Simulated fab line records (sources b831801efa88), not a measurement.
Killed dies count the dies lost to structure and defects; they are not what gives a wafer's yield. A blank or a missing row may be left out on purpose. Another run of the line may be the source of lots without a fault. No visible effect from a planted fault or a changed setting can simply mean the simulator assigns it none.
Which tool is to blame? || flow sky130 || 13 lots, 39 wafers sampled, at 5 steps of a route of 708

== WHAT THE GAUGES READ, wafer by wafer ==
SKY_POLY_GATE_THK_MEAS_04.
{"lot": "L301", "measured": "day 16 03:12", "on": "film-metro-01", "POLY_GATE_CVD_03_THK (nm)": "76.3 75.8 76.0"}
{"lot": "L302", "measured": "day 16 08:37", "on": "film-metro-02", "POLY_GATE_CVD_03_THK (nm)": "75.1 76.4 75.6"}
{"lot": "L304", "measured": "day 17 06:15", "on": "film-metro-01", "POLY_GATE_CVD_03_THK (nm)": "76.4 76.0 75.9"}
{"lot": "L305", "measured": "day 17 13:28", "on": "film-metro-01", "POLY_GATE_CVD_03_THK (nm)": "74.2 74.1 74.5"}
{"lot": "L306", "measured": "day 17 14:48", "on": "film-metro-04", "POLY_GATE_CVD_03_THK (nm)": "72.9 74.0 73.6"}
{"lot": "L307", "measured": "day 17 23:59", "on": "film-metro-01", "POLY_GATE_CVD_03_THK (nm)": "75.1 76.0 75.3"}
{"lot": "L308", "measured": "day 18 19:10", "on": "film-metro-02", "POLY_GATE_CVD_03_THK (nm)": "75.2 75.3 75.1"}
{"lot": "L309", "measured": "day 18 21:03", "on": "film-metro-01", "POLY_GATE_CVD_03_THK (nm)": "75.9 75.6 75.8"}
{"lot": "L310", "measured": "day 19 04:17", "on": "film-metro-01", "POLY_GATE_CVD_03_THK (nm)": "74.5 74.8 75.4"}
{"lot": "L317", "measured": "day 21 15:50", "on": "film-metro-04", "POLY_GATE_CVD_03_THK (nm)": "74.0 74.2 74.6"}
{"lot": "L321", "measured": "day 22 20:27", "on": "film-metro-04", "POLY_GATE_CVD_03_THK (nm)": "74.0 74.3 74.5"}
{"lot": "L322", "measured": "day 23 14:23", "on": "film-metro-02", "POLY_GATE_CVD_03_THK (nm)": "75.5 74.7 75.0"}
{"lot": "L323", "measured": "day 23 16:47", "on": "film-metro-02", "POLY_GATE_CVD_03_THK (nm)": "75.2 75.3 75.1"}

SKY_POLY_CUT_CD_MEAS_08: the cd target is 270 nm.
{"lot": "L301", "measured": "day 25 09:02", "on": "cd-sem-01", "cd-nm (nm)": "271.1 271.4 270.8"}
{"lot": "L302", "measured": "day 25 12:44", "on": "cd-sem-02", "cd-nm (nm)": "270.9 270.5 271.1"}
{"lot": "L304", "measured": "day 26 15:01", "on": "cd-sem-01", "cd-nm (nm)": "268.7 267.4 267.2"}
{"lot": "L305", "measured": "day 26 17:55", "on": "cd-sem-01", "cd-nm (nm)": "267.9 267.9 267.4"}
{"lot": "L306", "measured": "day 26 21:22", "on": "cd-sem-01", "cd-nm (nm)": "268.7 270.5 270.3"}
{"lot": "L307", "measured": "day 27 04:34", "on": "cd-sem-01", "cd-nm (nm)": "269.8 270.1 269.8"}
{"lot": "L308", "measured": "day 28 02:22", "on": "cd-sem-01", "cd-nm (nm)": "269.5 270.1 270.6"}
{"lot": "L309", "measured": "day 28 03:20", "on": "cd-sem-02", "cd-nm (nm)": "269.6 269.3 269.0"}
{"lot": "L310", "measured": "day 28 08:34", "on": "cd-sem-01", "cd-nm (nm)": "269.2 270.3 269.2"}
{"lot": "L317", "measured": "day 30 15:16", "on": "cd-sem-01", "cd-nm (nm)": "270.2 270.1 271.8"}
{"lot": "L321", "measured": "day 31 21:42", "on": "cd-sem-01", "cd-nm (nm)": "271.9 270.7 269.8"}
{"lot": "L322", "measured": "day 32 11:20", "on": "cd-sem-02", "cd-nm (nm)": "267.3 267.3 267.6"}
{"lot": "L323", "measured": "day 32 13:17", "on": "cd-sem-01", "cd-nm (nm)": "270.6 269.3 269.9"}

SKY_LI_CONTACT_CD_MEAS_12: the cd target is 170 nm.
{"lot": "L301", "measured": "day 30 09:02", "on": "cd-sem-01", "cd-nm (nm)": "169.3 168.7 169.8"}
{"lot": "L302", "measured": "day 30 13:39", "on": "cd-sem-01", "cd-nm (nm)": "170.6 169.9 169.3"}
{"lot": "L304", "measured": "day 31 13:35", "on": "cd-sem-01", "cd-nm (nm)": "170.4 169.9 170.1"}
{"lot": "L305", "measured": "day 31 16:57", "on": "cd-sem-01", "cd-nm (nm)": "170.3 170.8 171.1"}
{"lot": "L306", "measured": "day 31 20:55", "on": "cd-sem-01", "cd-nm (nm)": "171.5 171.3 170.9"}
{"lot": "L307", "measured": "day 32 01:59", "on": "cd-sem-02", "cd-nm (nm)": "171.0 168.1 168.3"}
{"lot": "L308", "measured": "day 32 23:30", "on": "cd-sem-02", "cd-nm (nm)": "170.4 169.9 170.3"}
{"lot": "L309", "measured": "day 33 00:02", "on": "cd-sem-02", "cd-nm (nm)": "168.6 169.4 168.5"}
{"lot": "L310", "measured": "day 33 04:40", "on": "cd-sem-01", "cd-nm (nm)": "148.1 148.7 149.3"}
{"lot": "L317", "measured": "day 35 10:11", "on": "cd-sem-01", "cd-nm (nm)": "168.6 169.2 169.4"}
{"lot": "L321", "measured": "day 36 13:18", "on": "cd-sem-02", "cd-nm (nm)": "167.2 167.5 167.2"}
{"lot": "L322", "measured": "day 37 03:10", "on": "cd-sem-01", "cd-nm (nm)": "170.6 170.0 169.1"}
{"lot": "L323", "measured": "day 37 03:58", "on": "cd-sem-02", "cd-nm (nm)": "170.0 170.0 170.3"}

SKY_CONTACT_BOW_MEAS_05.
{"lot": "L301", "measured": "day 31 16:23", "on": "film-metro-04", "CONTACT_BOW (um)": "88 79 97"}
{"lot": "L302", "measured": "day 31 21:25", "on": "film-metro-04", "CONTACT_BOW (um)": "77 81 80"}
{"lot": "L304", "measured": "day 32 21:05", "on": "film-metro-02", "CONTACT_BOW (um)": "74 75 83"}
{"lot": "L305", "measured": "day 33 00:37", "on": "film-metro-04", "CONTACT_BOW (um)": "77 76 85"}
{"lot": "L306", "measured": "day 33 04:04", "on": "film-metro-04", "CONTACT_BOW (um)": "87 75 79"}
{"lot": "L307", "measured": "day 33 08:07", "on": "film-metro-04", "CONTACT_BOW (um)": "71 73 76"}
{"lot": "L308", "measured": "day 34 05:56", "on": "film-metro-04", "CONTACT_BOW (um)": "86 89 76"}
{"lot": "L309", "measured": "day 34 06:36", "on": "film-metro-03", "CONTACT_BOW (um)": "84 75 71"}
{"lot": "L310", "measured": "day 34 11:52", "on": "film-metro-03", "CONTACT_BOW (um)": "75 73 67"}
{"lot": "L317", "measured": "day 36 16:13", "on": "film-metro-04", "CONTACT_BOW (um)": "85 88 81"}
{"lot": "L321", "measured": "day 37 18:13", "on": "film-metro-04", "CONTACT_BOW (um)": "83 83 81"}
{"lot": "L322", "measured": "day 38 08:26", "on": "film-metro-03", "CONTACT_BOW (um)": "80 81 79"}
{"lot": "L323", "measured": "day 38 10:16", "on": "film-metro-02", "CONTACT_BOW (um)": "84 75 77"}

== WHAT TOOL EACH LOT RAN ON (gives the tool, then ch and the chambers of the sampled wafers, and finally the start) ==
{"lot": "L301", "SKY_LI_CONTACT_EXPOSE_09": "krf-scanner-01 ch 0, day 29 17:34"}
{"lot": "L302", "SKY_LI_CONTACT_EXPOSE_09": "krf-scanner-02 ch 0, day 29 22:58"}
{"lot": "L304", "SKY_LI_CONTACT_EXPOSE_09": "krf-scanner-02 ch 0, day 30 22:16"}
{"lot": "L305", "SKY_LI_CONTACT_EXPOSE_09": "krf-scanner-01 ch 0, day 31 01:24"}
{"lot": "L306", "SKY_LI_CONTACT_EXPOSE_09": "krf-scanner-02 ch 0, day 31 06:55"}
{"lot": "L307", "SKY_LI_CONTACT_EXPOSE_09": "krf-scanner-01 ch 0, day 31 13:07"}
{"lot": "L308", "SKY_LI_CONTACT_EXPOSE_09": "krf-scanner-02 ch 0, day 32 08:36"}
{"lot": "L309", "SKY_LI_CONTACT_EXPOSE_09": "krf-scanner-02 ch 0, day 32 09:28"}
{"lot": "L310", "SKY_LI_CONTACT_EXPOSE_09": "krf-scanner-01 ch 0, day 32 16:02"}
{"lot": "L317", "SKY_LI_CONTACT_EXPOSE_09": "krf-scanner-01 ch 0, day 34 19:41"}
{"lot": "L321", "SKY_LI_CONTACT_EXPOSE_09": "krf-scanner-01 ch 0, day 35 23:25"}
{"lot": "L322", "SKY_LI_CONTACT_EXPOSE_09": "krf-scanner-02 ch 0, day 36 14:53"}
{"lot": "L323", "SKY_LI_CONTACT_EXPOSE_09": "krf-scanner-01 ch 0, day 36 15:43"}
- SKY_LI_CONTACT_EXPOSE_09: exposes mask LICM1, target cd 170 nm.

== AS READ BY THE TOOLS THEMSELVES (means over the sampled wafers that have a number; for cases with no such wafer, the mark the record gives instead) ==
The record holds no such reading with a usual standard deviation.

== THE ANSWER, worked out from the rows above alone ==
Rule: what is usual is taken from the lots themselves. Put in order of their means at a reading, lots are off if they are a third of the lots or fewer, leave a main group of 4 or more, and stand apart from it by a gap of 3 or more times the standard deviation of the main group's means; of several such gaps the widest counts. Not used: any main group whose means are identical at the precision the tables above print for the reading. Also off: a lot with no number at a reading for which 4 or more lots have one. The other lots that the step has rows for count as sound. First the gauges in route order, then the tools' own readings, where a lot's mean is used as printed above. At the first step where some lot is off, the reading lying furthest off is the one used; lots without a number count as furthest.
Off: L310, at SKY_LI_CONTACT_CD_MEAS_12 (cd-nm). Main group: mean 169.7 nm, sd 0.98.
A tool fits if, at a process step before that reading, it ran every lot that is off, and no sound lot after the first of them. The gauges at SKY_LI_CONTACT_CD_MEAS_12 are tried like those tools. None of those tried fits.

== WHAT THE SIMULATOR HAD INSERTED ==
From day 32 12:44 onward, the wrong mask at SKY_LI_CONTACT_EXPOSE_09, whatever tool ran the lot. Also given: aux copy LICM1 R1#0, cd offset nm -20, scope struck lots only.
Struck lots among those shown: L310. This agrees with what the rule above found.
